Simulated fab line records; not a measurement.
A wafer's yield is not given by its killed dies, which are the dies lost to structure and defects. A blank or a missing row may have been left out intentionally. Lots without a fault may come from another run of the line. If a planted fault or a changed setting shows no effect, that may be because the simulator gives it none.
Code-filled problem report in 8D (eight disciplines) form | flow gf180mcu | the parts of the form that need people (team, actions taken, sign-off) are left out

## 1. PROBLEM STATEMENT
Mean of cd_nm at GF_V2_CD_MEAS_14: 267.8 nm across 4 wafers in 3 lots; on wafers with no fault it is 260.2 nm (standard deviation 1). Relative to the usual mean, that is a shift of +7.6 standard deviations.
The step: target cd 260 nm.
First observed at day 25 12:22: wafer L670.1, on cd_sem-01. At this step, 32 wafers from 12 lots have a number in the record. The rule behind "out" and "out of limits": a value lying over 4 standard deviations away from the usual mean. The rest of the wafers with a number are treated as sound.

## 2. WHAT IT IS, AND WHAT IT ISN'T
question                    | is                             | is not
which readings at this step | cd_nm                          | -
which lots                  | L670, L673, L676               | L655, L656, L657, L662, L663, L667, L668, L669, L677
which wafers of those lots  | L670.1, L673.1, L673.3, L676.1 | L676.2
read on which gauges        | cd_sem-01, cd_sem-02           | -
when                        | from day 25 12:22              | up to then (24 sound wafers); but 4 sound wafers of L676, L677 came after

## 3. WHAT RULES OUT EACH SUSPECT
Counting: a tool at a process step up to the reading stays a suspect if it ran every lot that is out. Sound lots after the first of them don't rule it out here, since some wafers of a struck lot are sound.
- the gauge at GF_V2_CD_MEAS_14 is ruled out. 2 gauges (cd_sem-01, cd_sem-02) read the wafers that are out.
- litho_track-01 at GF_V2_COAT_09 (resist thk 1000 nm): kept. Every lot that is out went through it, the first being L670 (day 25 00:00); the last sound lot it ran before that was L668 (day 24 19:00).
After counting, what remains is litho_track-01 at GF_V2_COAT_09.

## 4. THE CAUSE (what the simulator had put in)
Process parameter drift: litho_track-01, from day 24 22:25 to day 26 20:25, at GF_V2_COAT_09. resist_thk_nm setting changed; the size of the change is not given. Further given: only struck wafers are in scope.
Only this tool survived the counting.

## 5. THE EFFECT CHAIN, in route order
Each row: a reading where the mean over the struck wafers with a number is more than 3 standard deviations away from the usual. Only readings for which the record gives a usual standard deviation are gone through. hours: the time from each lot's start at the first step in this table that gives one to its start at this step, as a median over the lots. sigmas: the change in usual standard deviations.
hours | step             | reading        | usual      | on struck wafers | change | sigmas
0     | GF_V2_CD_MEAS_14 | cd_nm          | 260.2 nm   | 267.8            | +7.6   | +7.6
3     | GF_V2_STRIP_18   | oes_product_au | 0.591 a.u. | 0.522            | -0.069 | -15
The process steps in it:
- GF_V2_STRIP_18: strips in O2/N2.

## 6. HOW IT WOULD HAVE BEEN CAUGHT EARLIER
Counted from the fault's start at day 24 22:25, it took 14 hours until the first out-of-limits reading at a measuring or inspecting step in this record, taken at day 25 12:22.
No tool reading at GF_V2_COAT_09 that has a usual standard deviation in the record was out on any struck wafer, so an alarm limit of 4 standard deviations on those readings would not have fired.
Of the lots that are out (3), L673, L676 began GF_V2_COAT_09 on litho_track-01 after day 25 12:22. A hold on the tool at that time would have spared those 2.
